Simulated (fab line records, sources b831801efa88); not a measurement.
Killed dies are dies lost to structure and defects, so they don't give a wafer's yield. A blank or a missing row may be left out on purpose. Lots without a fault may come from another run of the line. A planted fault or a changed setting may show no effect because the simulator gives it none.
Tool commonality check | flow gf180mcu | 12 lots, 36 wafers sampled

WHY IT WAS OPENED
At GF_STI_THK_MEAS_30 the reading STI_OXIDATION_02_THK is flagged on 3 of 12 lots. Wafers without a fault read 10.00 nm, standard deviation 0.16.
Rule: a lot is flagged when every wafer of it that has a number lies more than 4 standard deviations from that mean, or none has a number. The other lots count as sound.

lot  | measured    | on            | STI_OXIDATION_02_THK (nm), wafer by wafer | flag
L265 | day 2 07:26 | film_metro-03 | 10.08 9.86 9.92                           |
L266 | day 2 13:14 | film_metro-03 | 9.67 9.94 9.75                            |
L269 | day 3 02:53 | film_metro-03 | 3.80 3.72 3.79                            | FLAGGED
L270 | day 3 08:30 | film_metro-01 | 3.63 3.72 3.76                            | FLAGGED
L271 | day 3 17:56 | film_metro-02 | 9.92 9.95 9.93                            |
L272 | day 3 20:43 | film_metro-01 | 3.72 3.65 3.70                            | FLAGGED
L275 | day 4 13:08 | film_metro-02 | 9.93 10.00 9.90                           |
L282 | day 5 22:19 | film_metro-02 | 10.10 9.99 10.29                          |
L284 | day 6 08:38 | film_metro-01 | 10.21 10.02 10.17                         |
L286 | day 6 18:18 | film_metro-03 | 10.18 10.07 10.27                         |
L287 | day 6 23:29 | film_metro-03 | 10.11 9.90 10.26                          |
L288 | day 7 04:41 | film_metro-02 | 10.00 10.25 10.14                         |
The numbers of the flagged lots are 3.72 nm on average: -6.28 nm against the usual, or -39 standard deviations.

WHICH TOOL RAN EACH LOT
The record holds 1 process step before the reading, out of a route of 602 steps. In each cell: the tool, then ch and the chambers that the sampled wafers went through, then the start.
lot  | flag    | GF_STI_OXIDATION_29
L265 |         | furnace-01 ch 0, day 2 06:02
L266 |         | furnace-02 ch 0, day 2 11:50
L269 | FLAGGED | furnace-02 ch 0, day 3 01:29
L270 | FLAGGED | furnace-02 ch 0, day 3 07:07
L271 |         | furnace-01 ch 0, day 3 16:33
L272 | FLAGGED | furnace-02 ch 0, day 3 19:19
L275 |         | furnace-01 ch 0, day 4 11:44
L282 |         | furnace-01 ch 0, day 5 20:55
L284 |         | furnace-01 ch 0, day 6 07:15
L286 |         | furnace-02 ch 0, day 6 16:55
L287 |         | furnace-02 ch 0, day 6 22:05
L288 |         | furnace-01 ch 0, day 7 03:17
What these steps do:
- GF_STI_OXIDATION_29: stabilise 600 s, purge 300 s, target thk 10 nm.
- GF_STI_THK_MEAS_30

FLAGGED OVER TOTAL, TOOL BY TOOL (the gauges that took the reading come last)
step                | tool          | lots run | flagged | share of the flagged lots | sound lots run after its first flagged lot
GF_STI_OXIDATION_29 | furnace-01    | 6        | 0       | none                      | -
GF_STI_OXIDATION_29 | furnace-02    | 6        | 3       | all                       | 2 (L286,L287)
GF_STI_THK_MEAS_30  | film_metro-01 | 3        | 2       | some                      | 1 (L284)
GF_STI_THK_MEAS_30  | film_metro-02 | 4        | 0       | none                      | -
GF_STI_THK_MEAS_30  | film_metro-03 | 5        | 1       | some                      | 2 (L286,L287)

WHAT THE TABLE ALLOWS
1 row of the table ran every flagged lot: furnace-02 at GF_STI_OXIDATION_29.
- furnace-02 at GF_STI_OXIDATION_29: 3 of its 6 lots flagged. Sound lots ran on it after the first flagged one (L286, L287), which a lasting fault on the whole tool wouldn't allow. Its own readings lie more than 4 standard deviations out on every wafer of the flagged lots: spike_tc_bottom_C, spike_tc_centre_C, spike_tc_lower_C, spike_tc_top_C, spike_tc_upper_C, tube_center_temp_C, tube_center_temp_C_max, zone_power_upper_pct.
No row of the table ran every flagged lot and no sound lot after the first.

WHAT THE SIMULATOR HAD PUT IN
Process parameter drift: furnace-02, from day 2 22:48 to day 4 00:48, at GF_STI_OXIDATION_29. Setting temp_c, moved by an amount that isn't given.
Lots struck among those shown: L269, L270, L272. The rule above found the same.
